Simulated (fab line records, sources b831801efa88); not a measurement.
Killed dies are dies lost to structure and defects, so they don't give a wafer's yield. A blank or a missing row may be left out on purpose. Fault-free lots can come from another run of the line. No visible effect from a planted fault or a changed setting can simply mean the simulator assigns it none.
Which of the tools did it? | flow gf180mcu | 11 lots, 33 wafers sampled, at 2 steps of a route of 602

## WHAT THE GAUGES SHOWED, per wafer
GF_PSD_CD_MEAS_07 targets a cd of 400 nm.
lot  | measured     | on        | cd_nm (nm)
L287 | day 14 07:32 | cd_sem-02 | 398.3 397.9 398.5
L288 | day 14 21:34 | cd_sem-01 | 402.4 402.5 401.9
L292 | day 16 09:33 | cd_sem-01 | 401.9 402.3 400.0
L293 | day 16 10:48 | cd_sem-01 | 398.3 398.9 398.7
L294 | day 16 23:52 | cd_sem-02 | 397.9 398.3 397.3
L301 | day 19 08:17 | cd_sem-01 | 400.3 399.2 397.5
L302 | day 19 21:32 | cd_sem-02 | - - -
L303 | day 19 22:06 | cd_sem-02 | 400.2 401.1 399.9
L305 | day 20 12:08 | cd_sem-02 | 401.6 401.4 400.4
L307 | day 20 23:37 | cd_sem-01 | - - -
L309 | day 21 18:37 | cd_sem-01 | 401.0 401.0 397.7

## EACH LOT AND THE TOOL THAT RAN IT (in order: tool; ch and the chambers of the sampled wafers; start)
lot  | GF_PSD_DEVELOP_06
L287 | litho_track-02 ch 0, day 14 07:24
L288 | litho_track-04 ch 0, day 14 21:25
L292 | litho_track-02 ch 0, day 16 09:24
L293 | litho_track-02 ch 0, day 16 10:39
L294 | litho_track-04 ch 0, day 16 23:43
L301 | litho_track-04 ch 0, day 19 08:08
L302 | litho_track-02 ch 0, day 19 21:24
L303 | litho_track-04 ch 0, day 19 21:58
L305 | litho_track-04 ch 0, day 20 11:59
L307 | litho_track-02 ch 0, day 20 23:29
L309 | litho_track-04 ch 0, day 21 18:28
- GF_PSD_DEVELOP_06: develop time 60 s.

## THE ANSWER, worked out from the rows above alone
Rule: the lots themselves supply what counts as usual. Put in order of their means at a reading, lots are off if they are a third of the lots or fewer, leave a main group of 4 or more, and stand apart from it by a gap of 3 or more times the standard deviation of the main group's means; of several such gaps the widest counts. The tables above print the reading to a certain number of digits; a main group whose means all agree to those digits is not used. Also off: a lot with no number at a reading for which 4 or more lots have one. All remaining lots with rows at the step are treated as sound.
Off at GF_PSD_CD_MEAS_07 (cd_nm): L302, L307. Without a number there: L302, L307. The main group has a mean of 399.9 nm with a standard deviation of 1.5.
A tool fits if, at a process step before that reading, it ran every lot that is off, and no sound lot after the first of them. The gauges at GF_PSD_CD_MEAS_07 are tried like those tools. One fits: litho_track-02 at GF_PSD_DEVELOP_06. Its last sound lot is L293 (day 16 10:39), its first lot that is off L302 (day 19 21:24): a fault that began between those two fits.

## WHAT HAD BEEN PUT IN BY THE SIMULATOR
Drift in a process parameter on litho_track-02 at GF_PSD_DEVELOP_06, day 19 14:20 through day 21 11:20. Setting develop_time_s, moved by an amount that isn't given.
Shown lots that were struck: L302, L307. This agrees with what the rule above found.
